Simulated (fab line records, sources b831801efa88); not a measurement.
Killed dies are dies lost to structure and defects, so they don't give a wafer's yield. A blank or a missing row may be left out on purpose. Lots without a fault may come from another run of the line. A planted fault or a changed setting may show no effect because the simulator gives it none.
A struck lot beside a sound one | flow gf180mcu | 16 steps out of a route of 602
Sound: wafers L518.2, L518.5, L518.6. Struck: wafer L515.4. (L515.2 of the same lot was not struck and is left out.) The cause comes at the end.
At each step with rows: each side's tool, then ch and its chambers, then its first start. Under that, the readings that differ: sound wafers | struck wafers | difference of the means | sigmas: that difference in standard deviations of wafers without a fault.
alike: readings whose means differ by less than 2 such deviations, and words and numbers that are the same on both sides. not compared: withheld readings, readings that some wafer has no value for, bounds like >300 that may hide the same value, and numbers for which the record gives no deviation and whose values overlap.
The two part at a step that has a row with sigmas, a row that says differs or no value, or rows on one side only. Numbers that don't overlap but have no deviation are shown without sigmas and don't part them. A reading that every wafer of one side lacks parts them only if that side has two wafers or more.

first, 1 step without rows for these wafers: GF_NWELL_DEVELOP_06 (develop time 60 s).
GF_NWELL_OVL_MEAS_07:
  sound on overlay-02, day 7 21:29; struck on overlay-02, day 7 03:11
  alike: NWELL_OVL
then, 2 steps without rows for these wafers: GF_NWELL_IMPLANT_08; GF_NWELL_IMPLANT_09.
GF_NWELL_STRIP_10: strips in O2/N2.
  sound on plasma_asher-03 ch 0,1, day 7 21:49; struck on plasma_asher-04 ch 0, day 7 03:31
  reading                     | sound       | struck | difference | sigmas
  drypump_motor_current_A (A) | 6.5 6.5 6.7 | 5.3    | -1.3       | -2
  alike: heater_power_w, oes_product_au, strip_time_to_endpoint_s
  not compared: rf_hours_counter_h
GF_NWELL_TW_MEAS_11:
  sound on film_metro-01, day 7 21:55; struck on film_metro-04, day 7 03:38
  alike: NWELL_TW
then, 6 steps without rows for these wafers: GF_LVPWELL_DEHYDRATE_00 (time 60 s); GF_LVPWELL_HMDS_01 (prime time 60 s); GF_LVPWELL_COAT_02 (resist thk 3000 nm); GF_LVPWELL_SOFTBAKE_03; GF_LVPWELL_EXPOSE_04 (exposes mask LVPWELL, target cd 600 nm); GF_LVPWELL_PEB_05.
GF_LVPWELL_DEVELOP_06: develop time 60 s.
  sound on litho_track-04 ch 0, day 8 14:00; struck on litho_track-03 ch 0, day 7 19:00
  alike: chill_plate_temp_C, resist_line_temp_C
GF_LVPWELL_OVL_MEAS_07:
  sound on overlay-02, day 8 14:38; struck on overlay-01, day 7 19:47
  not compared: LVPWELL_OVL
then, 1 step without rows for these wafers: GF_LVPWELL_IMPLANT_08.
-- the record jumps here: 27 days lie between the struck wafers' starts before and after (it left off in module LVPWELL and takes up again in module PASSIVATION, whose first step shown is number 602 of the route) --
GF_PASSIVATION_PROBE_99:
  the record has rows for the struck wafers here (prober-01, day 34 11:04) and none for the sound ones

WHERE THEY PART
First at GF_NWELL_STRIP_10; last, within this record, at GF_PASSIVATION_PROBE_99.

WHY: what the simulator had put in
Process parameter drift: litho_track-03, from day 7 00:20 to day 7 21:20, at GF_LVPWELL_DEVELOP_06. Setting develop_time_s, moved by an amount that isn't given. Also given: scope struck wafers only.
